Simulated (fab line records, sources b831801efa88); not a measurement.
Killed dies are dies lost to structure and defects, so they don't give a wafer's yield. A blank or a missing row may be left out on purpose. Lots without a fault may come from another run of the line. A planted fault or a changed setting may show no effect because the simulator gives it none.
fab line records | flow sky130
record lots=6 wafers=16 last_day=50
route steps=708 shown POLY_GATE@219 PAD_OPEN@708
lots that met no fault: from a run of the same line without faults
start_h: hours from the record's first day to the start of the lot's first wafer shown | wait_h: hours since the lot's step before | " the same as in the row above | L1.1+2: a row that stands for several wafers | - no value, or no start given | * or withheld: withheld | < > ~ a bound
route shown NAME@n: a module of which the file shows steps, and the number in the route of the first | usual: mean/standard deviation of fault-free wafers | same: alike in all rows | chamber/n: place in a boat | sites: the reading at each site | _std_site: their standard deviation | _edge_site: outer sites' mean less inner sites' | radius_mm: how far each site lies from the wafer's centre | mask NAME#n: copy n | behind: the tool/chamber that last shaped the wafer | hold: why the lot was held/for how many hours/how that ended | device: the transistor (n, p or np) that didn't switch | end of line: the same wafers' tests at the end of the route | a step without rows: its recipe alone | killed: dies lost to structure and defects at the first sort, not the wafer's yield | map: a wafer's dies, x killed, . not, _ none there
set.NAME: the setting as run; set.NAME@STEP: as run at that earlier step | model.NAME: the simulator's own value behind a step, which no gauge read
lots at some steps of the route; a table a step, a row a wafer
services: from which hour (start_h, from the record's first day; less than 0 if before it) a tool's chamber was out of use, for how many hours, and why
## steps
# step SKY_POLY_GATE_DEHYDRATE_05
# recipe temp_c=200 time_s=60
# step SKY_POLY_GATE_HMDS_06
# recipe prime_time_s=60 prime_temp_c=120
# step SKY_POLY_GATE_COAT_07
# recipe resist=BARC temp_c=withheld time_s=withheld spin_rpm=3000 resist_thk_nm=110
# step SKY_POLY_GATE_COAT_08
# recipe resist=KrF-thick spin_rpm=3000 resist_thk_nm=450
# step SKY_POLY_GATE_SOFTBAKE_09
# recipe temp_c=100 time_s=90 resist=KrF-thick
# step SKY_POLY_GATE_EXPOSE_10
# recipe mask_id=P1M na=0.68 source_shape=conventional sigma_outer=0.6 target_cd_nm=150 dose_mj=28
# step SKY_POLY_GATE_PEB_11
# recipe peb_temp_c=withheld peb_time_s=withheld resist=KrF-thick
# step SKY_POLY_GATE_DEVELOP_12
# recipe develop_time_s=60 resist=KrF-thick dev_temp_c=21
# step SKY_POLY_GATE_CD_MEAS_13
# recipe target_cd_nm=150
# usual cd_nm=150.3/1.3
# columns lot.wafer tool chamber start_h wait_h cd_nm
L982.4 cd_sem-01 - 410.46 - 150.4
L982.6 " - " " 149.3
L983.1 cd_sem-01 - 425.74 - 151.4
L983.2 " - " " 151.4
L991.1 cd_sem-01 - 491.49 - 150.5
L991.2 " - " " 149.6
L991.5 " - " " 150.6
L996.1 cd_sem-02 - 528.24 - 149.6
L996.4 " - " " 149.7
L996.6 " - " " 148.1
L997.1 cd_sem-02 - 540.85 - 153.0
L997.2 " - " " 151.0
L997.3 " - " " 151.5
L999.1 cd_sem-01 - 555.40 - 151.4
L999.3 " - " " 149.8
L999.6 " - " " 151.1
# step SKY_POLY_GATE_OVL_MEAS_14
# usual POLY_GATE_OVL=1/5.3
# columns lot.wafer tool chamber start_h wait_h POLY_GATE_OVL[nm]
L982.4 overlay-01 - 410.54 0.1 -2
L982.6 " - " " 1
L983.1 overlay-02 - 425.86 0.1 4
L983.2 " - " " 1
L991.1 overlay-01 - 491.61 0.1 3
L991.2 " - " " 3
L991.5 " - " " 4
L996.1 overlay-01 - 528.36 0.1 7
L996.4 " - " " 3
L996.6 " - " " 7
L997.1 overlay-02 - 540.97 0.1 -1
L997.2 " - " " 3
L997.3 " - " " -1
L999.1 overlay-01 - 555.52 0.1 0
L999.3 " - " " 1
L999.6 " - " " -5
# step SKY_POLY_GATE_ETCH_15
# recipe chemistry=N2/H2 target=BARC ion_energy_ev=200 source_w=500 bias_w=100 pressure_mtorr=30 n2_flow_sccm=100 h2_flow_sccm=200 stop_on=SiO2 time_s=118.5 target_depth_a=1100
# usual drypump_motor_current_A=5.6/0.4 h2_flow_sccm=199.9/0.56 oes_product_au=0.715/0.0048 throttle_valve_pct=13.212/0.0089
# same time_s=118.5
# columns lot.wafer tool chamber start_h wait_h drypump_motor_current_A h2_flow_sccm oes_product_au rf_hours_counter_h throttle_valve_pct
L982.4 rie_diel-01 0 410.55 0.0 5.6 200.3 0.713 98 13.202
L982.6 " 1 " " 6.2 200.5 0.715 - 13.206
L983.1 rie_diel-01 1 425.90 0.0 6.2 200.3 0.713 71 13.218
L983.2 " 0 " " 5.5 199.9 0.706 98 13.198
L991.1 rie_diel-03 0 491.65 0.0 5.9 199.7 0.725 2 13.208
L991.2 " 1 " " 6.1 200.7 0.722 9 13.207
L991.5 " 3 " " 6.5 200.8 0.723 - 13.216
L996.1 rie_diel-03 0 528.40 0.0 5.9 200.0 0.721 3 13.205
L996.4 " 2 " " 5.6 200.2 0.717 3 13.217
L996.6 " 3 " " 6.5 200.8 0.718 - 13.223
L997.1 rie_diel-01 2 541.00 0.0 5.3 199.6 0.722 15 13.209
L997.2 " 0 " " 5.5 200.7 0.716 1 13.211
L997.3 " 1 " " 6.2 200.1 0.707 74 13.196
L999.1 rie_diel-01 0 555.55 0.0 5.5 200.3 0.715 1 13.212
L999.3 " 2 " " 5.3 201.0 0.713 15 13.194
L999.6 " 1 " " 6.2 200.4 0.711 - 13.202
# step SKY_POLY_GATE_ETCH_16
# recipe stop_on=poly-Si chemistry=CH3F/O2 target=Si3N4 source_w=400 bias_w=80 pressure_mtorr=25 ch3f_flow_sccm=40 O2_flow_sccm=30 time_s=147.5 target_depth_a=750
# usual drypump_motor_current_A=5.6/0.4 oes_product_au=0.640/0.005 throttle_valve_pct=10.535/0.0096
# same time_s=147.5
# columns lot.wafer tool chamber start_h wait_h drypump_motor_current_A oes_product_au rf_hours_counter_h throttle_valve_pct
L982.4 rie_diel-01 0 410.64 0.0 5.5 0.633 98 10.531
L982.6 " 1 " " 6.2 0.638 - 10.534
L983.1 rie_diel-01 1 425.98 0.0 6.2 0.633 71 10.552
L983.2 " 0 " " 5.6 0.649 98 10.521
L991.1 rie_diel-03 0 491.73 0.0 5.9 0.635 2 10.533
L991.2 " 1 " " 6.2 0.636 9 10.526
L991.5 " 3 " " 6.5 0.643 - 10.525
L996.1 rie_diel-03 0 528.48 0.0 5.9 0.635 3 10.508
L996.4 " 2 " " 5.6 0.635 3 10.531
L996.6 " 3 " " 6.5 0.640 - 10.537
L997.1 rie_diel-01 2 541.09 0.0 5.3 0.632 15 10.532
L997.2 " 0 " " 5.6 0.633 1 10.535
L997.3 " 1 " " 6.1 0.631 74 10.554
L999.1 rie_diel-01 0 555.64 0.0 5.5 0.638 1 10.525
L999.3 " 2 " " 5.3 0.642 15 10.526
L999.6 " 1 " " 6.2 0.642 - 10.516
# step SKY_POLY_GATE_ETCH_17
# recipe target_depth_nm=180 stop_on=SiO2 over_etch_frac=0.56667 chemistry=HBr/Cl2 target=poly-Si icp_w=400 bias_w=100 pressure_mtorr=10 HBr_flow_sccm=150 Cl2_flow_sccm=50 time_s=70.5
# usual drypump_motor_current_A=6.0/0.33 oes_product_au=0.985/0.0082 throttle_valve_pct=33.684/0.009
# same time_s=70.5
# columns lot.wafer tool chamber start_h wait_h drypump_motor_current_A oes_product_au rf_hours_counter_h throttle_valve_pct model.KrF-thick_of_POLY_GATE_COAT_08.thk_nm model.SiO2_of_SONOS_ONO_CVD_04.thk_nm
L982.4 rie_si-01 1 410.73 0.0 5.9 0.980 2 33.683 145.3 4.153
L982.6 " 3 " " 6.2 1.004 - 33.691 97.39 2.698
L983.1 rie_si-01 2 426.08 0.0 6.3 0.990 3 33.691 98.08 2.752
L983.2 " 0 " " 6.2 0.981 15 33.674 139.9 4.099
L991.1 rie_si-01 0 491.83 0.0 6.2 0.993 16 33.689 142.1 4.166
L991.2 " 1 " " 5.9 0.982 2 33.678 140.5 4.142
L991.5 " 1 " " 5.9 0.977 - 33.687 148.8 4.159
L996.1 rie_si-02 0 528.58 0.0 5.4 0.986 28 33.690 138.7 4.285
L996.4 " 3 " " 5.6 0.973 30 33.690 139 4.305
L996.6 " 3 " " 5.6 0.981 - 33.698 144 4.338
L997.1 rie_si-01 0 541.18 0.0 6.2 1.004 16 33.693 140.7 4.138
L997.2 " 2 " " 6.4 0.993 3 33.671 146 4.196
L997.3 " 3 " " 6.2 1.000 2 33.683 136.4 4.174
L999.1 rie_si-01 3 555.73 0.0 6.2 0.985 2 33.682 143 4.067
L999.3 " 2 " " 6.4 0.986 3 33.685 139.6 4.122
L999.6 " 0 " " 6.2 0.988 - 33.680 137.5 4.04
# step SKY_POLY_GATE_STRIP_18
# recipe chemistry=O2/N2 power_w=1400 pressure_mtorr=1500 platen_temp_c=withheld o2_flow_sccm=3000 n2_flow_sccm=300 overash_fraction=0.5
# usual drypump_motor_current_A=5.47/0.15 oes_product_au=0.361/0.0052 strip_time_to_endpoint_s=3.17/0.042
# columns lot.wafer tool chamber start_h wait_h drypump_motor_current_A oes_product_au rf_hours_counter_h strip_time_to_endpoint_s
L982.4 plasma_asher-01 1 410.82 0.1 5.43 0.361 - 3.22
L982.6 " 1 " " 5.45 0.348 - 2.70
L983.1 plasma_asher-01 0 426.14 0.0 5.54 0.348 31 2.70
L983.2 " 1 " " 5.43 0.358 31 3.16
L991.1 plasma_asher-03 1 491.88 0.0 5.70 0.365 7 3.20
L991.2 " 0 " " 5.29 0.364 7 3.18
L991.5 " 1 " " 5.67 0.373 - 3.28
L996.1 plasma_asher-01 0 528.63 0.0 5.53 0.361 42 3.15
L996.4 " 1 " " 5.43 0.362 - 3.15
L996.6 " 0 " " 5.51 0.361 - 3.23
L997.1 plasma_asher-03 0 541.24 0.0 5.29 0.351 12 3.17
L997.2 " 1 " " 5.71 0.371 12 3.24
L997.3 " 0 " " 5.32 0.359 - 3.14
L999.1 plasma_asher-01 0 555.79 0.0 5.52 0.360 45 3.20
L999.3 " 1 " " 5.44 0.359 - 3.16
L999.6 " 0 " " 5.52 0.356 - 3.14
# step SKY_POLY_GATE_CLEAN_19
# recipe chemistry=SC1/SC2 mix=1:4:20 temp_c=70 time_s=150 dry=n2_spin
# step SKY_PAD_OPEN_PROBE_99
# usual killed_at_M0_to_M3=45/6.9 killed_at_M4_up=3.1/1.7 killed_at_contacts=24/5.7 killed_at_front_end=15/4.6 killed_at_other=0.3/0.57 killed_dies=87/10 killed_open=48/7.4 killed_short=39/6.7
# same gross_dies=492 killed_at_back_side=0
# columns lot.wafer tool chamber start_h wait_h killed_at_M0_to_M3 killed_at_M4_up killed_at_contacts killed_at_front_end killed_at_other killed_dies killed_open killed_short model.etest.tip_sonos.rs_ohm_sq model.etest.tip_n.rs_ohm_sq model.etest.res_pdiff_hv.rs_ohm_sq
L982.4 prober-02 - 1109.11 0.2 44 2 40 17 0 103 49 54 2665 441.4 191.4
L982.6 prober-02 - 1109.21 0.2 36 3 24 15 0 78 36 42 2350 432.6 183.6
L983.1 prober-01 - 1115.36 0.1 57 2 33 15 0 107 60 47 2375 432.4 183.1
L983.2 prober-01 - 1115.41 0.1 38 3 25 12 0 78 48 30 2694 441.3 188.5
L991.1 prober-01 - 1155.65 0.1 49 2 16 16 0 83 50 33 2632 441.1 190.4
L991.2 prober-01 - 1155.70 0.1 47 2 18 12 1 80 35 45 2662 442.2 194.5
L991.5 prober-01 - 1155.85 0.2 43 4 25 16 1 89 45 44 2672 438.9 193.8
L996.1 prober-01 - 1180.52 0.1 42 1 22 17 1 83 47 36 2635 440.3 195
L996.4 prober-01 - 1180.67 0.2 45 3 25 12 0 85 47 38 2621 436.1 193.9
L996.6 prober-01 - 1180.77 0.2 52 5 27 12 0 96 51 45 2647 438.4 194.9
L997.1 prober-02 - 1187.07 0.1 43 1 33 16 0 93 50 43 2660 440.9 188.3
L997.2 prober-02 - 1187.12 0.1 58 1 21 15 0 95 53 42 2641 443.5 189.9
L997.3 prober-02 - 1187.17 0.2 47 2 22 9 0 80 43 37 2653 442.4 190.8
L999.1 prober-02 - 1196.02 0.1 50 3 24 10 0 87 49 38 2703 435.3 190.4
L999.3 prober-02 - 1196.12 0.2 49 3 23 17 0 92 57 34 2679 437.5 191.5
L999.6 prober-02 - 1196.27 0.2 52 3 8 17 0 80 38 42 2650 440.4 192.1
# killed by level:class
L982.4 LI_CONTACT:geometric_particle:open=9 CONTACT:geometric_particle:open=9 LOCAL_INTERCONNECT:geometric_particle:short=8 METAL2:geometric_particle:short=7 VIA1:geometric_particle:open=7 LI_CONTACT:geometric_particle:short=6 CONTACT:geometric_particle:short=6 METAL1:geometric_particle:short=6
L982.6 CONTACT:geometric_particle:short=9 VIA1:geometric_particle:open=7 FIELD_ISO:geometric_particle:short=6 LI_CONTACT:geometric_particle:open=6 VIA1:geometric_particle:short=6 METAL2:geometric_particle:short=6 FIELD_ISO:geometric_particle:open=5 CONTACT:geometric_particle:open=4
L983.1 VIA1:geometric_particle:open=17 CONTACT:geometric_particle:open=10 LI_CONTACT:geometric_particle:open=10 VIA3:geometric_particle:open=7 VIA2:geometric_particle:short=6 METAL1:geometric_particle:short=6 LI_CONTACT:geometric_particle:short=5 LOCAL_INTERCONNECT:geometric_particle:short=5
L983.2 CONTACT:geometric_particle:open=9 VIA1:geometric_particle:open=8 VIA1:geometric_particle:short=6 LI_CONTACT:geometric_particle:open=5 VIA3:geometric_particle:open=5 METAL1:geometric_particle:short=4 VIA2:geometric_particle:open=4 FIELD_ISO:geometric_particle:open=3
L991.1 VIA1:geometric_particle:open=19 VIA3:geometric_particle:open=7 VIA1:geometric_particle:short=6 FIELD_ISO:geometric_particle:short=5 LI_CONTACT:geometric_particle:open=5 METAL2:geometric_particle:short=4 LOCAL_INTERCONNECT:geometric_particle:short=4 CONTACT:geometric_particle:open=4
L991.2 CONTACT:geometric_particle:open=7 VIA1:geometric_particle:open=7 METAL2:geometric_particle:short=7 VIA2:geometric_particle:open=7 CONTACT:geometric_particle:short=5 FIELD_ISO:geometric_particle:short=4 METAL1:geometric_particle:short=4 VIA1:geometric_particle:short=4
L991.5 VIA1:geometric_particle:open=12 CONTACT:geometric_particle:open=8 VIA2:geometric_particle:open=6 METAL2:geometric_particle:short=6 FIELD_ISO:geometric_particle:short=5 LOCAL_INTERCONNECT:geometric_particle:short=5 CONTACT:geometric_particle:short=5 VIA3:geometric_particle:open=5
L996.1 METAL1:geometric_particle:short=10 LI_CONTACT:geometric_particle:open=7 CONTACT:geometric_particle:open=7 VIA2:geometric_particle:open=7 FIELD_ISO:geometric_particle:open=6 VIA1:geometric_particle:open=6 METAL2:geometric_particle:short=4 VIA3:geometric_particle:open=4
L996.4 VIA2:geometric_particle:open=11 CONTACT:geometric_particle:open=10 LI_CONTACT:geometric_particle:open=6 VIA1:geometric_particle:open=5 METAL1:geometric_particle:short=5 FIELD_ISO:geometric_particle:open=4 VIA1:geometric_particle:short=4 METAL2:geometric_particle:short=4
L996.6 VIA1:geometric_particle:open=12 CONTACT:geometric_particle:open=9 VIA2:geometric_particle:open=9 METAL1:geometric_particle:short=9 LI_CONTACT:geometric_particle:open=6 LOCAL_INTERCONNECT:geometric_particle:short=5 VIA2:geometric_particle:short=5 FIELD_ISO:geometric_particle:short=4
L997.1 LI_CONTACT:geometric_particle:open=11 CONTACT:geometric_particle:open=10 VIA1:geometric_particle:open=9 METAL2:geometric_particle:short=9 CONTACT:geometric_particle:short=6 METAL1:geometric_particle:short=5 FIELD_ISO:geometric_particle:short=4 POLY_GATE:geometric_particle:short=4
L997.2 VIA2:geometric_particle:open=11 VIA1:geometric_particle:short=9 VIA1:geometric_particle:open=9 CONTACT:geometric_particle:open=8 VIA2:geometric_particle:short=8 FIELD_ISO:geometric_particle:open=6 LI_CONTACT:geometric_particle:open=6 VIA3:geometric_particle:open=6
L997.3 VIA1:geometric_particle:open=11 CONTACT:geometric_particle:open=11 VIA2:geometric_particle:open=9 VIA1:geometric_particle:short=6 METAL1:geometric_particle:short=5 METAL2:geometric_particle:short=5 LI_CONTACT:geometric_particle:open=4 VIA3:geometric_particle:open=4
L999.1 LI_CONTACT:geometric_particle:open=10 METAL2:geometric_particle:short=10 VIA3:geometric_particle:open=8 CONTACT:geometric_particle:open=7 VIA1:geometric_particle:open=7 METAL1:geometric_particle:short=6 VIA2:geometric_particle:open=6 VIA1:geometric_particle:short=5
L999.3 VIA1:geometric_particle:open=13 VIA2:geometric_particle:open=10 LI_CONTACT:geometric_particle:open=8 CONTACT:geometric_particle:open=8 FIELD_ISO:geometric_particle:open=7 VIA3:geometric_particle:open=6 METAL1:geometric_particle:short=5 POLY_GATE:geometric_particle:short=4
L999.6 VIA1:geometric_particle:open=13 METAL2:geometric_particle:short=7 SPACER:geometric_particle:short=6 VIA3:geometric_particle:open=6 METAL1:geometric_particle:short=5 VIA3:geometric_particle:short=4 METAL3:geometric_particle:short=4 POLY_GATE:geometric_particle:short=3
## services
# columns tool chamber start_h hours kind
rie_diel-03 1 389.17 2.1 repair
rie_si-01 2 390.62 2.9 repair
plasma_asher-03 - 421.25 9.0 pm
plasma_asher-03 0 421.25 9.0 vent_cycle
plasma_asher-03 1 421.25 9.0 vent_cycle
plasma_asher-03 0 430.25 - clean
plasma_asher-03 1 430.25 - clean
rie_diel-01 0 467.45 10.2 repair
rie_diel-01 2 474.90 2.4 repair
rie_diel-01 0 477.62 - clean
rie_diel-01 0 477.62 17.9 scheduled_down
rie_diel-01 0 477.62 17.9 vent_cycle
plasma_asher-01 - 487.32 1.2 repair
## key
first_sign step=SKY_POLY_GATE_STRIP_18 reading=strip_time_to_endpoint_s direction=down sigmas=11 usual=* struck=*
effect none on later readings
model_effect step=SKY_POLY_GATE_ETCH_17 value=KrF-thick_of_POLY_GATE_COAT_08.thk_nm without=139.3 struck=97.73
model_effect step=SKY_PAD_OPEN_PROBE_99 value=etest.tip_sonos.rs_ohm_sq without=2665 struck=2363
met_at SKY_POLY_GATE_ETCH_17
struck_wafers L982.6,L983.1
tester_left_out L982,L983
fault kind=process_parameter_drift tool=rie_si-01 chamber=- onset_h=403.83 steps=SKY_POLY_GATE_ETCH_17 channel=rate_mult offset=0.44 shape=step end_h=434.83 scope=struck_wafers_only
# tester_left_out: of these lots the tester's yield and bins aren't shown, on N5 and GAA mostly nor the transistor test; their killed dies are dies lost to structure and defects alone, not to doping, threshold or leakage, so they don't give the yield
